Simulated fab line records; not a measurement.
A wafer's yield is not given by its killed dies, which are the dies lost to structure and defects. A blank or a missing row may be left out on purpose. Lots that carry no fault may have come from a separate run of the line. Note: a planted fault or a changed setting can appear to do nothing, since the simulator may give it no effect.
fab line records	flow sky130
record lots=5	wafers=15	last_day=49
route steps=708 shown VIA4@641 METAL5@661 PASSIVATION@681 PAD_OPEN@708
lots that met no fault: taken from a fault-free run of the same line
start_h: start of the lot's first displayed wafer, in hours after the record's first day	wait_h: hours from the lot's prior step to this one	" the same as in the row above	L1.1+2: several wafers, shown together as one row	- value missing, or start not given	* or withheld: withheld	< > ~ a bound
route shown NAME@n: names a module that has steps shown in the file, with the first one's number in the route	usual: average and standard deviation across the fault-free wafers	same: alike in all rows	chamber/n: place in a boat	sites: readings site by site	_std_site: the standard deviation of these	_edge_site: the outer-site mean with the inner-site mean subtracted	radius_mm: how far each site lies from the wafer's centre	mask NAME#n: copy n	behind: the tool/chamber that last shaped the wafer	hold: reason for holding the lot/hours on hold/outcome of the hold	device: transistor that didn't switch, given as n, p or np	end of line: the same wafers' tests at the end of the route	a step with no rows: only its recipe	killed: dies lost to structure and defects at the first sort, not the wafer's yield	map: per-die view of a wafer (x killed, . not killed, _ where there is no die)
set.NAME: the setting the step ran with; set.NAME@STEP: the setting that earlier step ran with	model.NAME: the simulator's own value behind a step, which no gauge read
lots at some steps of the route; a table a step, a row a wafer
services: the hour from which a tool's chamber was out of use, counted from the record's first day as start_h (under 0 if before that day), plus the number of hours and why
## steps
# step SKY_VIA4_CMP_02
# recipe material=SiO2	down_force_psi=4	platen_rpm=60	pad_velocity_m_s=0.94248
# step SKY_VIA4_BOW_MEAS_03
# recipe mode=bow
# usual VIA4_BOW=76/9.2
lot.wafer	tool	chamber	start_h	wait_h	VIA4_BOW[um]
L950.4	film_metro-02	-	999.96	0.2	66
L950.5	"	-	"	"	71
L950.6	"	-	"	"	69
L957.1	film_metro-02	-	1046.56	0.2	68
L957.2	"	-	"	"	63
L957.5	"	-	"	"	71
L958.1	film_metro-02	-	1054.75	0.2	98
L958.2	"	-	"	"	78
L958.4	"	-	"	"	82
L962.3	film_metro-02	-	1075.55	0.2	87
L962.4	"	-	"	"	79
L962.5	"	-	"	"	83
L964.2	film_metro-02	-	1088.97	0.2	62
L964.3	"	-	"	"	60
L964.5	"	-	"	"	65
# step SKY_VIA4_DEHYDRATE_04
# recipe temp_c=200	time_s=60
# step SKY_VIA4_HMDS_05
# recipe prime_time_s=60	prime_temp_c=120
# step SKY_VIA4_COAT_06
# recipe resist=NOVOLAK	spin_rpm=3000	resist_thk_nm=1140
# step SKY_VIA4_SOFTBAKE_07
# recipe temp_c=90	time_s=60	resist=NOVOLAK
# step SKY_VIA4_EXPOSE_08
# recipe mask_id=VIM4	na=0.6	source_shape=conventional	sigma_outer=0.6	polarization=unpolarized	target_cd_nm=800	dose_mj=132
# step SKY_VIA4_PEB_09
# recipe temp_c=withheld	time_s=*	resist=NOVOLAK
# step SKY_VIA4_DEVELOP_10
# recipe resist=NOVOLAK	developer=TMAH	develop_time_s=58.94	dev_temp_c=23
# step SKY_VIA4_OVL_MEAS_11
# usual VIA4_OVL=0.6/1.4
lot.wafer	tool	chamber	start_h	wait_h	VIA4_OVL[nm]
L950.4	overlay-01	-	1023.16	0.1	1.9
L950.5	"	-	"	"	1.8
L950.6	"	-	"	"	2.2
L957.1	overlay-02	-	1067.53	0.1	0.7
L957.2	"	-	"	"	-0.9
L957.5	"	-	"	"	0.5
L958.1	overlay-01	-	1075.03	0.1	-1.2
L958.2	"	-	"	"	-2.4
L958.4	"	-	"	"	-2.5
L962.3	overlay-02	-	1095.84	0.1	-1.7
L962.4	"	-	"	"	-0.7
L962.5	"	-	"	"	0.5
L964.2	overlay-01	-	1108.79	0.1	0.5
L964.3	"	-	"	"	1.2
L964.5	"	-	"	"	-0.5
# step SKY_VIA4_ETCH_12
# recipe target=SiO2	chemistry=C4F8/O2/Ar	stop_on=TiN	mask_material=NOVOLAK	source_w=1500	bias_w=1200	pressure_mtorr=40	c4f8_flow_sccm=withheld	O2_flow_sccm=6	Ar_flow_sccm=300	time_s=withheld	target_depth_a=5800
# step SKY_VIA4_STRIP_13
# recipe chemistry=O2/N2	power_w=1400	pressure_mtorr=1500	platen_temp_c=withheld	o2_flow_sccm=3000	n2_flow_sccm=300	overash_fraction=0.5
# step SKY_VIA4_STRIP_14
# recipe chemistry=post_etch_residue_remover	time_s=1200	temp_c=72.5
lot.wafer	tool	chamber	start_h	wait_h
L950.4+5+6	wet_bench-02	0	1023.35	0.0
L957.1+2+5	wet_bench-04	2	1067.74	0.1
L958.1+2+4	wet_bench-04	1	1075.24	0.1
L962.3+4+5	wet_bench-02	2	1096.04	0.0
L964.2+3+5	wet_bench-01	3	1108.99	0.1
# step SKY_VIA4_CLEAN_15
# recipe chemistry=IPA	time_s=180	temp_c=25
# step SKY_VIA4_CLEAN_16
# recipe chemistry=O3/DIW	dry=n2_spin
# step SKY_VIA4_SPUTTER_17
# recipe material=TiN	target_thk_nm=20	chamber_pressure_pa=5	power_w=4000	time_s=80
# usual throttle_valve_pct=30.1/0.73
lot.wafer	tool	chamber	start_h	wait_h	throttle_valve_pct
L950.4	pvd_sputter-02	-	1023.84	0.0	29.8
L950.5	"	-	"	"	29.3
L950.6	"	-	"	"	29.6
L957.1	pvd_sputter-02	-	1068.24	0.0	29.8
L957.2	"	-	"	"	30.8
L957.5	"	-	"	"	29.6
L958.1	pvd_sputter-03	-	1075.75	0.0	30.9
L958.2	"	-	"	"	30.8
L958.4	"	-	"	"	31.0
L962.3	pvd_sputter-03	-	1096.56	0.0	31.0
L962.4	"	-	"	"	30.0
L962.5	"	-	"	"	31.0
L964.2	pvd_sputter-03	-	1109.48	0.0	31.1
L964.3	"	-	"	"	30.9
L964.5	"	-	"	"	29.8
# step SKY_VIA4_CVD_18
# recipe material=W	target_thk_nm=505	time_s=152.14	temp_c=400	pressure_torr=40
# step SKY_VIA4_RS_MEAS_19
# recipe thk_meas_gauge=four-point-probe	reads=W_of_VIA4_CVD_18+TiN_of_VIA4_SPUTTER_17
# usual VIA4_W_RS=0.227/0.0032
lot.wafer	tool	chamber	start_h	wait_h	VIA4_W_RS[ohm/sq]
L950.4	film_metro-03	-	1024.12	0.1	0.230
L950.5	"	-	"	"	0.230
L950.6	"	-	"	"	0.221
L957.1	film_metro-04	-	1068.45	0.1	0.223
L957.2	"	-	"	"	0.227
L957.5	"	-	"	"	0.222
L958.1	film_metro-02	-	1075.96	0.1	0.225
L958.2	"	-	"	"	0.226
L958.4	"	-	"	"	0.227
L962.3	film_metro-03	-	1096.82	0.1	0.232
L962.4	"	-	"	"	0.229
L962.5	"	-	"	"	0.227
L964.2	film_metro-04	-	1109.81	0.1	0.228
L964.3	"	-	"	"	0.225
L964.5	"	-	"	"	0.225
# step SKY_VIA4_THK_MEAS_20
# recipe thk_meas_gauge=xrf	reads=W_of_VIA4_CVD_18
# usual VIA4_W_THK=513/8.3
lot.wafer	tool	chamber	start_h	wait_h	VIA4_W_THK[nm]
L950.4	film_metro-03	-	1024.21	0.1	511
L950.5	"	-	"	"	506
L950.6	"	-	"	"	524
L957.1	film_metro-04	-	1068.57	0.1	521
L957.2	"	-	"	"	517
L957.5	"	-	"	"	520
L958.1	film_metro-02	-	1076.08	0.1	515
L958.2	"	-	"	"	511
L958.4	"	-	"	"	507
L962.3	film_metro-03	-	1096.92	0.1	502
L962.4	"	-	"	"	512
L962.5	"	-	"	"	514
L964.2	film_metro-04	-	1109.92	0.1	510
L964.3	"	-	"	"	518
L964.5	"	-	"	"	518
# step SKY_VIA4_CMP_21
# recipe stop_on=SiO2	t_overpolish_s=25	down_force_psi=3.5	platen_rpm=60	target_thk_nm=0	pad_velocity_m_s=0.94248
# step SKY_METAL5_SPUTTER_00
# recipe material=Ti	target_thk_nm=15	power_w=3000	time_s=10	chamber_pressure_pa=0.4
# usual throttle_valve_pct=30.5/0.71
lot.wafer	tool	chamber	start_h	wait_h	throttle_valve_pct
L950.4	pvd_sputter-03	-	1024.68	0.1	30.7
L950.5	"	-	"	"	31.0
L950.6	"	-	"	"	30.1
L957.1	pvd_sputter-03	-	1068.93	0.1	31.0
L957.2	"	-	"	"	29.9
L957.5	"	-	"	"	31.0
L958.1	pvd_sputter-04	-	1076.44	0.2	31.2
L958.2	"	-	"	"	29.1
L958.4	"	-	"	"	30.0
L962.3	pvd_sputter-03	-	1097.36	0.1	31.1
L962.4	"	-	"	"	30.6
L962.5	"	-	"	"	30.8
L964.2	pvd_sputter-04	-	1110.27	0.3	31.3
L964.3	"	-	"	"	30.0
L964.5	"	-	"	"	31.4
# step SKY_METAL5_SPUTTER_01
# recipe material=TiN	target_thk_nm=20	power_w=6500	time_s=16.7	chamber_pressure_pa=0.4
# step SKY_METAL5_SPUTTER_02
# recipe material=AlCu	target_thk_nm=1150	power_w=10600	time_s=61.2	chamber_pressure_pa=0.4
# step SKY_METAL5_SPUTTER_03
# recipe material=Ti	target_thk_nm=5	power_w=3000	time_s=3.3	chamber_pressure_pa=0.4
# usual throttle_valve_pct=30.5/0.72
lot.wafer	tool	chamber	start_h	wait_h	throttle_valve_pct
L950.4	pvd_sputter-03	-	1024.78	0.0	30.8
L950.5	"	-	"	"	31.1
L950.6	"	-	"	"	30.0
L957.1	pvd_sputter-03	-	1069.03	0.0	31.1
L957.2	"	-	"	"	30.2
L957.5	"	-	"	"	31.0
L958.1	pvd_sputter-04	-	1076.54	0.0	31.5
L958.2	"	-	"	"	29.3
L958.4	"	-	"	"	29.6
L962.3	pvd_sputter-03	-	1097.46	0.0	30.8
L962.4	"	-	"	"	30.8
L962.5	"	-	"	"	30.8
L964.2	pvd_sputter-04	-	1110.37	0.0	31.2
L964.3	"	-	"	"	30.0
L964.5	"	-	"	"	31.2
# step SKY_METAL5_SPUTTER_04
# recipe material=TiN	target_thk_nm=70	power_w=6500	time_s=58.3	chamber_pressure_pa=0.4
# step SKY_METAL5_RS_MEAS_05
# recipe thk_meas_gauge=four-point-probe	reads=TiN_of_METAL5_SPUTTER_04+Ti_of_METAL5_SPUTTER_03+AlCu_of_METAL5_SPUTTER_02+TiN_of_METAL5_SPUTTER_01+Ti_of_METAL5_SPUTTER_00
# usual METAL5_ALCU_RS=0.0271/0.00032
lot.wafer	tool	chamber	start_h	wait_h	METAL5_ALCU_RS[ohm/sq]
L950.4	film_metro-02	-	1024.91	0.1	0.0274
L950.5	"	-	"	"	0.0275
L950.6	"	-	"	"	0.0274
L957.1	film_metro-02	-	1069.10	0.0	0.0270
L957.2	"	-	"	"	0.0269
L957.5	"	-	"	"	0.0268
L958.1	film_metro-02	-	1076.61	0.0	0.0271
L958.2	"	-	"	"	0.0270
L958.4	"	-	"	"	0.0265
L962.3	film_metro-04	-	1097.57	0.1	0.0274
L962.4	"	-	"	"	0.0271
L962.5	"	-	"	"	0.0273
L964.2	film_metro-04	-	1110.45	0.0	0.0269
L964.3	"	-	"	"	0.0267
L964.5	"	-	"	"	0.0270
# step SKY_METAL5_THK_MEAS_06
# recipe thk_meas_gauge=xrf	reads=AlCu_of_METAL5_SPUTTER_02
# usual METAL5_ALCU_THK=1136/16
lot.wafer	tool	chamber	start_h	wait_h	METAL5_ALCU_THK[nm]
L950.4	film_metro-02	-	1025.00	0.1	1132
L950.5	"	-	"	"	1122
L950.6	"	-	"	"	1131
L957.1	film_metro-02	-	1069.22	0.1	1137
L957.2	"	-	"	"	1153
L957.5	"	-	"	"	1156
L958.1	film_metro-02	-	1076.73	0.1	1141
L958.2	"	-	"	"	1140
L958.4	"	-	"	"	1162
L962.3	film_metro-04	-	1097.67	0.1	1117
L962.4	"	-	"	"	1125
L962.5	"	-	"	"	1123
L964.2	film_metro-04	-	1110.56	0.1	1137
L964.3	"	-	"	"	1141
L964.5	"	-	"	"	1131
# step SKY_METAL5_DEHYDRATE_07
# recipe temp_c=200	time_s=60
# step SKY_METAL5_HMDS_08
# recipe prime_time_s=60	prime_temp_c=120
# step SKY_METAL5_COAT_09
# recipe resist=NOVOLAK	spin_rpm=3000	resist_thk_nm=1800
# step SKY_METAL5_SOFTBAKE_10
# recipe temp_c=90	time_s=60	resist=NOVOLAK
# step SKY_METAL5_EXPOSE_11
# recipe mask_id=MM5	na=0.6	source_shape=conventional	sigma_outer=0.6	polarization=unpolarized	target_cd_nm=1600	dose_mj=186.4
# step SKY_METAL5_PEB_12
# recipe temp_c=withheld	time_s=*	resist=NOVOLAK
# step SKY_METAL5_DEVELOP_13
# recipe resist=NOVOLAK	developer=TMAH	develop_time_s=60	dev_temp_c=23
# step SKY_METAL5_DESCUM_14
# recipe chemistry=O2	source_power_w=150	bias_power_w=0	pressure_mtorr=10	temp_c=40	time_s=11
# step SKY_METAL5_METAL_ETCH_15
# recipe target_depth_a=12600	stop_on=SiO2	over_etch_frac=0.2	time_s=252	chemistry=Cl2/BCl3	resist_sidewall_deg=86	pressure_mtorr=10	icp_w=900	bias_w=48.5	Cl2_flow_sccm=60	bcl3_flow_sccm=30
# step SKY_METAL5_STRIP_16
# recipe chemistry=O2/N2	power_w=1400	pressure_mtorr=1500	platen_temp_c=withheld	o2_flow_sccm=3000	n2_flow_sccm=300	overash_fraction=0.5
# usual drypump_motor_current_A=6.0/0.41	o2_flow_sccm=2998/9.5	oes_product_au=0.710/0.0047	strip_time_to_endpoint_s=13.13/0.14
lot.wafer	tool	chamber	start_h	wait_h	drypump_motor_current_A	o2_flow_sccm	oes_product_au	rf_hours_counter_h	strip_time_to_endpoint_s
L950.4	plasma_asher-04	1	1047.74	0.1	6.7	2998	0.709	-	12.96
L950.5	"	0	"	"	6.3	2992	0.714	-	12.99
L950.6	"	1	"	"	6.7	2999	0.712	-	13.00
L957.1	plasma_asher-01	0	1090.35	0.2	5.5	2989	0.706	99	13.18
L957.2	"	1	"	"	6.1	2976	0.707	99	12.99
L957.5	"	0	"	"	5.5	3003	0.705	-	13.15
L958.1	plasma_asher-04	1	1096.71	0.2	6.7	2995	0.708	36	13.02
L958.2	"	0	"	"	6.2	3004	0.710	36	13.28
L958.4	"	1	"	"	6.7	2993	0.712	-	12.98
L962.3	plasma_asher-01	0	1117.73	0.1	5.5	2999	0.711	-	13.22
L962.4	"	1	"	"	6.1	2998	0.706	-	13.07
L962.5	"	0	"	"	5.5	3013	0.712	-	13.22
L964.2	plasma_asher-01	1	1130.78	0.3	6.0	3008	0.708	103	13.02
L964.3	"	0	"	"	5.5	2991	0.710	-	13.02
L964.5	"	1	"	"	6.1	2982	0.712	-	12.93
# step SKY_METAL5_STRIP_17
# recipe chemistry=post_etch_residue_remover	time_s=1200	temp_c=72.5
# step SKY_METAL5_CLEAN_18
# recipe chemistry=IPA	time_s=180	temp_c=25
# step SKY_METAL5_CLEAN_19
# recipe chemistry=O3/DIW	dry=n2_spin
# step SKY_PASSIVATION_CVD_00
# recipe material=SiO2	target_thk_nm=90	temp_c=400	time_s=withheld	rf_w=600
# usual heater_power_w=650/78	susceptor_temp_C=399.98/0.24
lot.wafer	tool	chamber	start_h	wait_h	heater_power_w	susceptor_temp_C
L950.4	pecvd-03	1	1048.34	0.0	787	399.99
L950.5	"	0	"	"	605	400.13
L950.6	"	2	"	"	607	399.76
L957.1	pecvd-01	2	1090.98	0.0	486	399.91
L957.2	"	1	"	"	665	400.01
L957.5	"	1	"	"	653	399.87
L958.1	pecvd-01	0	1097.33	0.0	771	400.05
L958.2	"	1	"	"	670	400.16
L958.4	"	1	"	"	533	399.92
L962.3	pecvd-01	0	1118.30	0.0	760	399.83
L962.4	"	2	"	"	596	399.95
L962.5	"	0	"	"	778	399.78
L964.2	pecvd-02	1	1131.45	0.0	646	400.21
L964.3	"	0	"	"	587	399.85
L964.5	"	0	"	"	612	400.31
# step SKY_PASSIVATION_THK_MEAS_01
# recipe reads=SiO2_of_PASSIVATION_CVD_00
# usual PASSIVATION_CVD_00_THK=89.7/1.2
lot.wafer	tool	chamber	start_h	wait_h	PASSIVATION_CVD_00_THK[nm]
L950.4	film_metro-02	-	1048.38	-	91.1
L950.5	"	-	"	"	88.4
L950.6	"	-	"	"	90.4
L957.1	film_metro-02	-	1091.00	-	89.6
L957.2	"	-	"	"	89.9
L957.5	"	-	"	"	90.5
L958.1	film_metro-03	-	1097.35	-	87.6
L958.2	"	-	"	"	87.6
L958.4	"	-	"	"	88.8
L962.3	film_metro-02	-	1118.34	-	89.2
L962.4	"	-	"	"	91.1
L962.5	"	-	"	"	90.4
L964.2	film_metro-01	-	1131.48	-	88.9
L964.3	"	-	"	"	89.4
L964.5	"	-	"	"	88.6
# step SKY_PAD_OPEN_PROBE_99
# usual defect_limited_yield=82.6/1.9	killed_at_M0_to_M3=43/7.7	killed_at_M4_up=2.9/1.7	killed_at_contacts=24/5.5	killed_at_front_end=15/4	killed_at_other=0.4/0.66	killed_dies=86/9.4	killed_on_rim=17/3.5	killed_open=47/6.7	killed_short=38/6.2	sort_bin_3_pad_short=0.8/0.42	sort_bin_5_function=10.3/1.5	sort_bin_6_memory=6.4/1.1	sort_n_pass=406/9.4	sort_yield_pct=82.6/1.9
# same gross_dies=492	killed_at_back_side=0	sort_bin_4_leakage[%]=0	sort_bin_8_speed[%]=0
lot.wafer	tool	chamber	start_h	wait_h	defect_limited_yield[%]	killed_at_M0_to_M3	killed_at_M4_up	killed_at_contacts	killed_at_front_end	killed_at_other	killed_dies	killed_on_rim	killed_open	killed_short	sort_bin_3_pad_short[%]	sort_bin_5_function[%]	sort_bin_6_memory[%]	sort_n_pass	sort_yield_pct[%]	model.etest.tester.sort_n_pass	model.etest.tester.sort_yield_pct	model.etest.tester.sort_bin_5_pct	model.etest.tester.sort_bin_3_pct
L950.4	prober-02	-	1093.10	0.2	81.1	33	5	30	21	4	93	15	53	37	0.8	11.6	6.5	399	81.1	399	81.1	11.59	0.813
L950.5	prober-02	-	1093.15	0.2	82.1	50	4	17	16	1	88	23	42	45	0.4	9.6	7.9	404	82.1	404	82.11	9.553	0.4065
L950.6	prober-02	-	1093.20	0.2	82.7	51	4	20	10	0	85	14	56	29	0.2	11.2	5.9	407	82.7	407	82.72	11.18	0.2033
L957.1	prober-01	-	1133.22	0.1	82.3	40	2	28	16	1	87	14	45	42	0.8	9.3	7.5	405	82.3	405	82.32	9.35	0.813
L957.2	prober-01	-	1133.27	0.1	81.7	45	5	17	22	1	90	16	50	40	1.2	11.8	5.3	402	81.7	402	81.71	11.79	1.22
L957.5	prober-01	-	1133.42	0.2	81.7	52	6	22	10	0	90	19	50	40	0.4	10.4	7.5	402	81.7	402	81.71	10.37	0.4065
L958.1	prober-01	-	1138.65	0.1	81.7	33	22	17	18	0	90	27	43	29	1.8	10.6	5.9	402	81.7	402	81.71	10.57	1.829
L958.2	prober-01	-	1138.70	0.1	78.3	44	23	22	17	1	107	28	37	48	1.8	12.2	7.7	385	78.3	385	78.25	12.2	1.829
L958.4	prober-01	-	1138.80	0.2	82.9	34	19	22	9	0	84	25	33	33	1.4	12.4	3.3	408	82.9	408	82.93	12.4	1.423
L962.3	prober-02	-	1158.07	0.2	81.1	45	2	27	18	1	93	18	49	44	0.6	11.0	7.3	399	81.1	399	81.1	10.98	0.6098
L962.4	prober-02	-	1158.12	0.2	87.6	26	2	18	15	0	61	11	40	21	0.2	7.7	4.5	431	87.6	431	87.6	7.724	0.2033
L962.5	prober-02	-	1158.17	0.2	81.9	48	3	23	15	0	89	18	53	36	0.2	11.4	6.5	403	81.9	403	81.91	11.38	0.2033
L964.2	prober-02	-	1169.66	0.1	82.9	37	2	25	19	1	84	15	50	34	0.4	10.8	5.9	408	82.9	408	82.93	10.77	0.4065
L964.3	prober-02	-	1169.71	0.2	79.3	46	4	30	22	0	102	24	61	39	0.8	12.8	7.1	390	79.3	390	79.27	12.8	0.813
L964.5	prober-02	-	1169.81	0.2	84.6	38	0	19	19	0	76	16	45	31	0.2	9.3	5.9	416	84.6	416	84.55	9.35	0.2033
# killed by level:class
L950.4 CONTACT:geometric_particle:open=16 LI_CONTACT:geometric_particle:open=8 VIA3:geometric_particle:open=7 VIA1:geometric_particle:short=6 POLY_GATE:geometric_particle:open=5 METAL1:geometric_particle:short=5 CONTACT:geometric_particle:short=5 POLY_GATE:geometric_particle:short=4
L950.5 CONTACT:geometric_particle:open=9 VIA1:geometric_particle:open=8 VIA1:geometric_particle:short=8 VIA2:geometric_particle:open=7 VIA3:geometric_particle:open=6 METAL1:geometric_particle:short=6 METAL2:geometric_particle:short=5 FIELD_ISO:geometric_particle:open=4
L950.6 VIA1:geometric_particle:open=15 VIA3:geometric_particle:open=10 VIA2:geometric_particle:open=8 CONTACT:geometric_particle:open=7 LI_CONTACT:geometric_particle:open=6 METAL1:geometric_particle:short=4 FIELD_ISO:geometric_particle:open=3 VIA1:geometric_particle:short=3
L957.1 VIA1:geometric_particle:open=11 CONTACT:geometric_particle:open=9 CONTACT:geometric_particle:short=7 VIA1:geometric_particle:short=6 FIELD_ISO:geometric_particle:short=5 LOCAL_INTERCONNECT:geometric_particle:short=5 METAL3:geometric_particle:short=5 VIA3:geometric_particle:open=5
L957.2 VIA1:geometric_particle:open=10 VIA2:geometric_particle:open=7 POLY_GATE:geometric_particle:open=6 CONTACT:geometric_particle:open=6 METAL1:geometric_particle:short=6 FIELD_ISO:geometric_particle:short=5 LI_CONTACT:geometric_particle:open=5 METAL2:geometric_particle:short=5
L957.5 VIA1:geometric_particle:open=16 VIA2:geometric_particle:open=11 METAL2:geometric_particle:short=8 CONTACT:geometric_particle:open=7 LOCAL_INTERCONNECT:geometric_particle:short=5 METAL4:geometric_particle:short=5 VIA1:geometric_particle:short=5 FIELD_ISO:geometric_particle:short=4
L958.1 VIA4:unspecified=18 VIA1:geometric_particle:open=8 LI_CONTACT:geometric_particle:open=6 VIA2:geometric_particle:open=6 VIA3:geometric_particle:open=6 FIELD_ISO:geometric_particle:open=5 FIELD_ISO:geometric_particle:short=4 POLY_GATE:geometric_particle:short=4
L958.2 VIA4:unspecified=21 METAL2:geometric_particle:short=10 POLY_GATE:geometric_particle:short=8 CONTACT:geometric_particle:open=8 VIA3:geometric_particle:open=8 VIA1:geometric_particle:open=7 LI_CONTACT:geometric_particle:open=4 LOCAL_INTERCONNECT:geometric_particle:short=4
L958.4 VIA4:unspecified=18 CONTACT:geometric_particle:open=11 VIA1:geometric_particle:open=7 VIA1:geometric_particle:short=5 CONTACT:geometric_particle:short=5 VIA3:geometric_particle:short=5 VIA3:geometric_particle:open=5 VIA2:geometric_particle:short=4
L962.3 CONTACT:geometric_particle:open=10 VIA2:geometric_particle:open=8 VIA3:geometric_particle:open=7 VIA1:geometric_particle:open=7 METAL2:geometric_particle:short=7 POLY_GATE:geometric_particle:short=6 LI_CONTACT:geometric_particle:open=6 LOCAL_INTERCONNECT:geometric_particle:short=6
L962.4 CONTACT:geometric_particle:open=10 VIA3:geometric_particle:open=6 FIELD_ISO:geometric_particle:open=5 VIA2:geometric_particle:open=5 POLY_GATE:geometric_particle:short=5 VIA1:geometric_particle:open=5 LI_CONTACT:geometric_particle:open=4 VIA2:geometric_particle:short=3
L962.5 VIA3:geometric_particle:open=11 CONTACT:geometric_particle:open=9 METAL1:geometric_particle:short=8 LI_CONTACT:geometric_particle:open=8 VIA2:geometric_particle:open=8 VIA1:geometric_particle:open=7 VIA1:geometric_particle:short=4 SPACER:geometric_particle:short=4
L964.2 CONTACT:geometric_particle:open=13 LI_CONTACT:geometric_particle:open=9 METAL1:geometric_particle:short=7 VIA1:geometric_particle:open=6 FIELD_ISO:geometric_particle:open=4 POLY_GATE:geometric_particle:short=4 VIA2:geometric_particle:open=4 VIA3:geometric_particle:short=4
L964.3 LI_CONTACT:geometric_particle:open=11 CONTACT:geometric_particle:open=11 VIA1:geometric_particle:open=9 FIELD_ISO:geometric_particle:open=8 FIELD_ISO:geometric_particle:short=7 METAL1:geometric_particle:short=7 VIA2:geometric_particle:open=6 CONTACT:geometric_particle:short=5
L964.5 VIA1:geometric_particle:open=10 METAL1:geometric_particle:short=9 LI_CONTACT:geometric_particle:open=7 FIELD_ISO:geometric_particle:open=6 CONTACT:geometric_particle:open=6 FIELD_ISO:geometric_particle:short=5 VIA3:geometric_particle:open=5 VIA2:geometric_particle:open=4
# map L958.2 (x killed, . not)
__________.........._________
________x...x.......x._______
______xxxx.......x.....x_____
_____xxxx.xx.xxxx.......x____
____xxx.x..x........x....x___
___xxxxxxx..x.x....x...xx..__
__..x..x.x..xxx...xx........_
_.x...x..x...xx.......x...x..
_.......x....x......x.....x..
_x........x..............x.x.
_x..xx.......x.............x.
_....xx..............xx......
_.........x...xx.........xx.x
_........x........x.........x
_...x..x...x...x........x....
__.................x....x..._
___......x......x..........__
____.x.......x....xxx...x.___
_____................x.x.____
______............xx.x.._____
________..xx.x.....x.._______
__________...x.xx..._________
# map L957.2 (x killed, . not)
__________...x......_________
________.x..x........x_______
______............x....x_____
_____......x.xx.....xx.x.____
____.......x.x..........x.___
___....x....xxx..xx.x......__
__..........x.x..x.........._
_.x....xx..x.....x...x.......
_..xx..............xx.x.x.x..
_......x..x.x...x............
_..xx...x....xx..x.....x.....
_..........xx.x.x...........x
_.x....xx....x.........x...x.
_..................x.x......x
_....xxxx....................
__x.........x....x...x.....x_
___x..x...x......x.x.......__
____.x....x........x..x...___
_____x....xx........x....____
______..x...x.x...x....._____
________.............x_______
__________.........._________
## services
tool	chamber	start_h	hours	kind
pecvd-01	0	1000.20	5.5	scheduled_down
pecvd-01	1	1011.03	16.5	scheduled_down
pecvd-01	-	1020.70	0.8	repair
pecvd-02	1	1029.23	7.5	repair
pecvd-01	1	1031.38	5.5	scheduled_down
pecvd-02	0	1070.77	12.2	repair
pvd_sputter-02	2	1072.90	-	consumable_replace:kit
pvd_sputter-02	2	1072.90	18.0	scheduled_down
pvd_sputter-02	2	1072.90	18.0	vent_cycle
pvd_sputter-04	0	1076.61	-	consumable_replace:kit
pvd_sputter-04	0	1076.61	18.0	scheduled_down
pvd_sputter-04	0	1076.61	18.0	vent_cycle
pecvd-01	-	1077.08	6.0	pm
pecvd-03	-	1078.28	1.2	repair
pecvd-02	0	1085.10	4.2	repair
plasma_asher-01	-	1092.97	0.6	repair
pvd_sputter-02	-	1096.52	11.5	repair
pvd_sputter-04	-	1097.80	3.9	repair
pvd_sputter-04	-	1113.34	3.8	repair
pvd_sputter-04	-	1115.06	75.3	repair
pvd_sputter-03	0	1120.13	-	consumable_replace:kit
pvd_sputter-03	0	1120.13	18.0	scheduled_down
pvd_sputter-03	0	1120.13	18.0	vent_cycle
pvd_sputter-02	-	1128.98	2.3	repair
## key
first_sign step=SKY_PAD_OPEN_PROBE_99	reading=killed_at_M4_up	direction=up	sigmas=11	usual=2.9	struck=21.3
effect step=SKY_PAD_OPEN_PROBE_99	reading=sort_bin_3_pad_short	direction=up	sigmas=2.2	usual=0.8	struck=1.7	wafers_moved=1
model_effect step=SKY_PAD_OPEN_PROBE_99	value=etest.tester.sort_n_pass	without=414.3	struck=398.3
met_at SKY_VIA4_STRIP_14
struck_wafers L958.1,L958.2,L958.4
also_fits SKY_METAL5_STRIP_16:plasma_asher-04
fault kind=chamber_particle_source	tool=wet_bench-04	chamber=1	onset_h=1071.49	steps=SKY_VIA4_STRIP_14	rate_per_visit_cm2=0.56791	end_h=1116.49
